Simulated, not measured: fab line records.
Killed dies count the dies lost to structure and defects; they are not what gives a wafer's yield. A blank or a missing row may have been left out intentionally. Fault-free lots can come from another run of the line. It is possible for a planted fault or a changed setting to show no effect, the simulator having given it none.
Which tool was responsible? || flow gf180mcu || 13 lots, 37 wafers sampled, at 5 steps of a route of 602

WHAT THE GAUGES SHOWED, per wafer
GF_PASSIVATION_THK_MEAS_01. Usual: PASSIVATION_CVD_00_THK 999 nm, standard deviation 13.
{"lot": "L561", "measured": "day 28 10:05", "on": "filmMetro-02", "PASSIVATION_CVD_00_THK (nm)": "1006 1011 1010", "flag": ""}
{"lot": "L562", "measured": "day 28 14:40", "on": "filmMetro-01", "PASSIVATION_CVD_00_THK (nm)": "1003 986 1009", "flag": ""}
{"lot": "L563", "measured": "day 28 23:35", "on": "filmMetro-04", "PASSIVATION_CVD_00_THK (nm)": "999 996 1015", "flag": ""}
{"lot": "L564", "measured": "day 29 03:49", "on": "filmMetro-01", "PASSIVATION_CVD_00_THK (nm)": "991 997 994", "flag": ""}
{"lot": "L565", "measured": "day 29 15:43", "on": "filmMetro-01", "PASSIVATION_CVD_00_THK (nm)": "983 975 989", "flag": ""}
{"lot": "L567", "measured": "day 30 02:31", "on": "filmMetro-02", "PASSIVATION_CVD_00_THK (nm)": "964 976 996", "flag": ""}
{"lot": "L568", "measured": "day 30 08:05", "on": "filmMetro-01", "PASSIVATION_CVD_00_THK (nm)": "1002 1016 997", "flag": ""}
{"lot": "L569", "measured": "day 30 14:14", "on": "filmMetro-04", "PASSIVATION_CVD_00_THK (nm)": "985 1020 1008", "flag": ""}
{"lot": "L571", "measured": "day 31 15:26", "on": "filmMetro-02", "PASSIVATION_CVD_00_THK (nm)": "991 1001 1004", "flag": ""}
{"lot": "L572", "measured": "day 31 20:09", "on": "filmMetro-04", "PASSIVATION_CVD_00_THK (nm)": "997 1021 999", "flag": ""}
{"lot": "L573", "measured": "day 32 06:11", "on": "filmMetro-02", "PASSIVATION_CVD_00_THK (nm)": "999 993 1000", "flag": ""}
{"lot": "L576", "measured": "day 32 21:30", "on": "filmMetro-04", "PASSIVATION_CVD_00_THK (nm)": "1497 1009", "flag": "OFF"}
{"lot": "L582", "measured": "day 34 03:22", "on": "filmMetro-04", "PASSIVATION_CVD_00_THK (nm)": "977 1486", "flag": "OFF"}

WHICH TOOL RAN EACH LOT (tool, then ch and the chambers of the sampled wafers, then the start)
{"lot": "L561", "GF_M3_SPUTTER_00": "pvdSputter-03, day 20 13:47", "GF_V3_ETCH_17": "rieDiel-01 ch 0,3, day 24 18:26 or earlier", "GF_MIM_SPUTTER_00": "pvdSputter-02, day 24 18:26", "GF_PASSIVATION_CVD_00": "pecvd-02 ch 1,2, day 28 09:58"}
{"lot": "L562", "GF_M3_SPUTTER_00": "pvdSputter-04, day 20 19:20", "GF_V3_ETCH_17": "rieDiel-02 ch 0,1,2, day 24 22:05 or earlier", "GF_MIM_SPUTTER_00": "pvdSputter-03, day 24 22:05", "GF_PASSIVATION_CVD_00": "pecvd-02 ch 0,1,2, day 28 14:35"}
{"lot": "L563", "GF_M3_SPUTTER_00": "pvdSputter-04, day 21 07:36", "GF_V3_ETCH_17": "rieDiel-01 ch 1,2,3, day 25 09:46 or earlier", "GF_MIM_SPUTTER_00": "pvdSputter-03, day 25 09:46", "GF_PASSIVATION_CVD_00": "pecvd-01 ch 0,2, day 28 23:29"}
{"lot": "L564", "GF_M3_SPUTTER_00": "pvdSputter-03, day 21 12:08", "GF_V3_ETCH_17": "rieDiel-01 ch 2,3, day 25 12:46 or earlier", "GF_MIM_SPUTTER_00": "pvdSputter-04, day 25 12:46", "GF_PASSIVATION_CVD_00": "pecvd-04 ch 0,1,2, day 29 03:44"}
{"lot": "L565", "GF_M3_SPUTTER_00": "pvdSputter-02, day 22 01:52", "GF_V3_ETCH_17": "rieDiel-04 ch 0,1,3, day 26 03:12 or earlier", "GF_MIM_SPUTTER_00": "pvdSputter-02, day 26 03:12", "GF_PASSIVATION_CVD_00": "pecvd-01 ch 1,2, day 29 15:37"}
{"lot": "L567", "GF_M3_SPUTTER_00": "pvdSputter-03, day 22 17:30", "GF_V3_ETCH_17": "rieDiel-02 ch 0,1,2, day 26 15:38 or earlier", "GF_MIM_SPUTTER_00": "pvdSputter-04, day 26 15:38", "GF_PASSIVATION_CVD_00": "pecvd-01 ch 0,1, day 30 02:26"}
{"lot": "L568", "GF_M3_SPUTTER_00": "pvdSputter-03, day 22 23:06", "GF_V3_ETCH_17": "rieDiel-02 ch 0,1,2, day 26 21:00 or earlier", "GF_MIM_SPUTTER_00": "pvdSputter-02, day 26 21:00", "GF_PASSIVATION_CVD_00": "pecvd-01 ch 0,1,2, day 30 08:01"}
{"lot": "L569", "GF_M3_SPUTTER_00": "pvdSputter-04, day 23 06:41", "GF_V3_ETCH_17": "rieDiel-01 ch 0,1,2, day 27 04:00 or earlier", "GF_MIM_SPUTTER_00": "pvdSputter-04, day 27 04:00", "GF_PASSIVATION_CVD_00": "pecvd-01 ch 0,1, day 30 14:10"}
{"lot": "L571", "GF_M3_SPUTTER_00": "pvdSputter-03, day 24 12:58", "GF_V3_ETCH_17": "rieDiel-04 ch 1,2,3, day 28 07:37 or earlier", "GF_MIM_SPUTTER_00": "pvdSputter-03, day 28 07:37", "GF_PASSIVATION_CVD_00": "pecvd-04 ch 0,1,2, day 31 15:20"}
{"lot": "L572", "GF_M3_SPUTTER_00": "pvdSputter-03, day 24 15:58", "GF_V3_ETCH_17": "rieDiel-01 ch 2,3, day 28 13:05 or earlier", "GF_MIM_SPUTTER_00": "pvdSputter-03, day 28 13:05", "GF_PASSIVATION_CVD_00": "pecvd-02 ch 0,2, day 31 20:04"}
{"lot": "L573", "GF_M3_SPUTTER_00": "pvdSputter-02, day 25 09:25", "GF_V3_ETCH_17": "rieDiel-01 ch 0,1,3, day 29 01:13 or earlier", "GF_MIM_SPUTTER_00": "pvdSputter-04, day 29 01:13", "GF_PASSIVATION_CVD_00": "pecvd-02 ch 0,1, day 32 06:07"}
{"lot": "L576", "GF_M3_SPUTTER_00": "pvdSputter-03, day 26 03:29", "GF_V3_ETCH_17": "rieDiel-01 ch 0,3, day 29 18:16 or earlier", "GF_MIM_SPUTTER_00": "pvdSputter-04, day 29 18:16", "GF_PASSIVATION_CVD_00": "pecvd-02 ch 0,2, day 32 21:26"}
{"lot": "L582", "GF_M3_SPUTTER_00": "pvdSputter-02, day 27 16:04", "GF_V3_ETCH_17": "rieDiel-02 ch 0,3, day 31 02:59 or earlier", "GF_MIM_SPUTTER_00": "pvdSputter-02, day 31 02:59", "GF_PASSIVATION_CVD_00": "pecvd-02 ch 0,1, day 34 03:17"}
- GF_M3_SPUTTER_00: material Ti, target thk 37.5 nm, time 150 s.
- GF_V3_ETCH_17: etches SiO2 in C4F8/O2/Ar, stops on TiN, target depth 635 nm.
- GF_MIM_SPUTTER_00: material Ti, target thk 37.5 nm, time 150 s.
- GF_PASSIVATION_CVD_00: deposits SiO2 from TEOS, target thk 1000 nm, time 111.95 s.

WHAT THE TOOLS THEMSELVES READ (means of the sampled wafers that have a number; where no wafer has one, the mark that the record gives instead)
GF_M3_SPUTTER_00. Usual: throttleValvePct reads 30.3 % (standard deviation 1.2).
{"lot": "L561", "tool": "pvdSputter-03", "throttleValvePct (%)": 31.7, "flag": ""}
{"lot": "L562", "tool": "pvdSputter-04", "throttleValvePct (%)": 30.1, "flag": ""}
{"lot": "L563", "tool": "pvdSputter-04", "throttleValvePct (%)": 30.1, "flag": ""}
{"lot": "L564", "tool": "pvdSputter-03", "throttleValvePct (%)": 31.9, "flag": ""}
{"lot": "L565", "tool": "pvdSputter-02", "throttleValvePct (%)": 29.5, "flag": ""}
{"lot": "L567", "tool": "pvdSputter-03", "throttleValvePct (%)": 31.1, "flag": ""}
{"lot": "L568", "tool": "pvdSputter-03", "throttleValvePct (%)": 31.1, "flag": ""}
{"lot": "L569", "tool": "pvdSputter-04", "throttleValvePct (%)": 28.8, "flag": ""}
{"lot": "L571", "tool": "pvdSputter-03", "throttleValvePct (%)": 31.1, "flag": ""}
{"lot": "L572", "tool": "pvdSputter-03", "throttleValvePct (%)": 31.2, "flag": ""}
{"lot": "L573", "tool": "pvdSputter-02", "throttleValvePct (%)": 29.0, "flag": ""}
{"lot": "L576", "tool": "pvdSputter-03", "throttleValvePct (%)": 31.8, "flag": ""}
{"lot": "L582", "tool": "pvdSputter-02", "throttleValvePct (%)": 29.9, "flag": ""}

GF_V3_ETCH_17. Usual: oesProductAu 0.856 a.u., standard deviation 0.0045; rfFwdPowerW 1492 W, standard deviation 5.4.
{"lot": "L561", "tool": "rieDiel-01", "oesProductAu (a.u.)": 0.858, "rfFwdPowerW (W)": 1498, "flag": ""}
{"lot": "L562", "tool": "rieDiel-02", "oesProductAu (a.u.)": 0.854, "rfFwdPowerW (W)": 1490, "flag": ""}
{"lot": "L563", "tool": "rieDiel-01", "oesProductAu (a.u.)": 0.854, "rfFwdPowerW (W)": 1490, "flag": ""}
{"lot": "L564", "tool": "rieDiel-01", "oesProductAu (a.u.)": 0.855, "rfFwdPowerW (W)": 1492, "flag": ""}
{"lot": "L565", "tool": "rieDiel-04", "oesProductAu (a.u.)": 0.855, "rfFwdPowerW (W)": 1486, "flag": ""}
{"lot": "L567", "tool": "rieDiel-02", "oesProductAu (a.u.)": 0.854, "rfFwdPowerW (W)": 1500, "flag": ""}
{"lot": "L568", "tool": "rieDiel-02", "oesProductAu (a.u.)": 0.851, "rfFwdPowerW (W)": 1492, "flag": ""}
{"lot": "L569", "tool": "rieDiel-01", "oesProductAu (a.u.)": 0.854, "rfFwdPowerW (W)": 1494, "flag": ""}
{"lot": "L571", "tool": "rieDiel-04", "oesProductAu (a.u.)": 0.852, "rfFwdPowerW (W)": 1496, "flag": ""}
{"lot": "L572", "tool": "rieDiel-01", "oesProductAu (a.u.)": 0.855, "rfFwdPowerW (W)": 1493, "flag": ""}
{"lot": "L573", "tool": "rieDiel-01", "oesProductAu (a.u.)": 0.858, "rfFwdPowerW (W)": 1490, "flag": ""}
{"lot": "L576", "tool": "rieDiel-01", "oesProductAu (a.u.)": 0.855, "rfFwdPowerW (W)": 1491, "flag": ""}
{"lot": "L582", "tool": "rieDiel-02", "oesProductAu (a.u.)": 0.859, "rfFwdPowerW (W)": 1484, "flag": ""}

GF_MIM_SPUTTER_00. Usual: throttleValvePct reads 30.1 % (standard deviation 1.3).
{"lot": "L561", "tool": "pvdSputter-02", "throttleValvePct (%)": 29.3, "flag": ""}
{"lot": "L562", "tool": "pvdSputter-03", "throttleValvePct (%)": 31.2, "flag": ""}
{"lot": "L563", "tool": "pvdSputter-03", "throttleValvePct (%)": 31.2, "flag": ""}
{"lot": "L564", "tool": "pvdSputter-04", "throttleValvePct (%)": 29.1, "flag": ""}
{"lot": "L565", "tool": "pvdSputter-02", "throttleValvePct (%)": 29.2, "flag": ""}
{"lot": "L567", "tool": "pvdSputter-04", "throttleValvePct (%)": 29.8, "flag": ""}
{"lot": "L568", "tool": "pvdSputter-02", "throttleValvePct (%)": 29.6, "flag": ""}
{"lot": "L569", "tool": "pvdSputter-04", "throttleValvePct (%)": 28.1, "flag": ""}
{"lot": "L571", "tool": "pvdSputter-03", "throttleValvePct (%)": 30.9, "flag": ""}
{"lot": "L572", "tool": "pvdSputter-03", "throttleValvePct (%)": 30.9, "flag": ""}
{"lot": "L573", "tool": "pvdSputter-04", "throttleValvePct (%)": 29.1, "flag": ""}
{"lot": "L576", "tool": "pvdSputter-04", "throttleValvePct (%)": 28.6, "flag": ""}
{"lot": "L582", "tool": "pvdSputter-02", "throttleValvePct (%)": 29.2, "flag": ""}

GF_PASSIVATION_CVD_00. Usual: heaterPowerW 604 W, standard deviation 94; rfFwdPowerW 596.4 W, standard deviation 2.3.
{"lot": "L561", "tool": "pecvd-02", "heaterPowerW (W)": 551, "rfFwdPowerW (W)": 594.7, "flag": ""}
{"lot": "L562", "tool": "pecvd-02", "heaterPowerW (W)": 605, "rfFwdPowerW (W)": 594.8, "flag": ""}
{"lot": "L563", "tool": "pecvd-01", "heaterPowerW (W)": 614, "rfFwdPowerW (W)": 597.1, "flag": ""}
{"lot": "L564", "tool": "pecvd-04", "heaterPowerW (W)": 590, "rfFwdPowerW (W)": 595.8, "flag": ""}
{"lot": "L565", "tool": "pecvd-01", "heaterPowerW (W)": 631, "rfFwdPowerW (W)": 596.9, "flag": ""}
{"lot": "L567", "tool": "pecvd-01", "heaterPowerW (W)": 531, "rfFwdPowerW (W)": 595.3, "flag": ""}
{"lot": "L568", "tool": "pecvd-01", "heaterPowerW (W)": 607, "rfFwdPowerW (W)": 594.5, "flag": ""}
{"lot": "L569", "tool": "pecvd-01", "heaterPowerW (W)": 558, "rfFwdPowerW (W)": 598.2, "flag": ""}
{"lot": "L571", "tool": "pecvd-04", "heaterPowerW (W)": 625, "rfFwdPowerW (W)": 596.2, "flag": ""}
{"lot": "L572", "tool": "pecvd-02", "heaterPowerW (W)": 619, "rfFwdPowerW (W)": 594.3, "flag": ""}
{"lot": "L573", "tool": "pecvd-02", "heaterPowerW (W)": 636, "rfFwdPowerW (W)": 595.6, "flag": ""}
{"lot": "L576", "tool": "pecvd-02", "heaterPowerW (W)": 650, "rfFwdPowerW (W)": 594.4, "flag": ""}
{"lot": "L582", "tool": "pecvd-02", "heaterPowerW (W)": 702, "rfFwdPowerW (W)": 593.0, "flag": ""}

THE ANSWER, worked out from the rows above alone
Rule: a lot counts as off when the mean over its wafers that have a number is more than 3 standard deviations away from the usual mean. A lot without any number at a reading at which 4 lots or more have one is off too. Any other lot the step has rows for is counted as sound. First the gauges in route order, then the tools' own readings, where a lot's mean is used as printed above. At the first step where some lot is off, the reading lying furthest off is the one used; lots without a number count as furthest.
Off: L576, L582, seen at GF_PASSIVATION_THK_MEAS_01 (PASSIVATION_CVD_00_THK).
If a tool, at a process step before that reading, ran all the lots that are off and no sound lot after the first of them, it fits. Those tools and the gauges at GF_PASSIVATION_THK_MEAS_01 are tried in the same way. GF_V3_ETCH_17: start missing for some lots; hours and lot order therefore follow GF_MIM_SPUTTER_00. Undecided on this evidence; 2 tools fit (pecvd-02 at GF_PASSIVATION_CVD_00, filmMetro-04 at GF_PASSIVATION_THK_MEAS_01).

WHAT THE SIMULATOR HAD INSERTED
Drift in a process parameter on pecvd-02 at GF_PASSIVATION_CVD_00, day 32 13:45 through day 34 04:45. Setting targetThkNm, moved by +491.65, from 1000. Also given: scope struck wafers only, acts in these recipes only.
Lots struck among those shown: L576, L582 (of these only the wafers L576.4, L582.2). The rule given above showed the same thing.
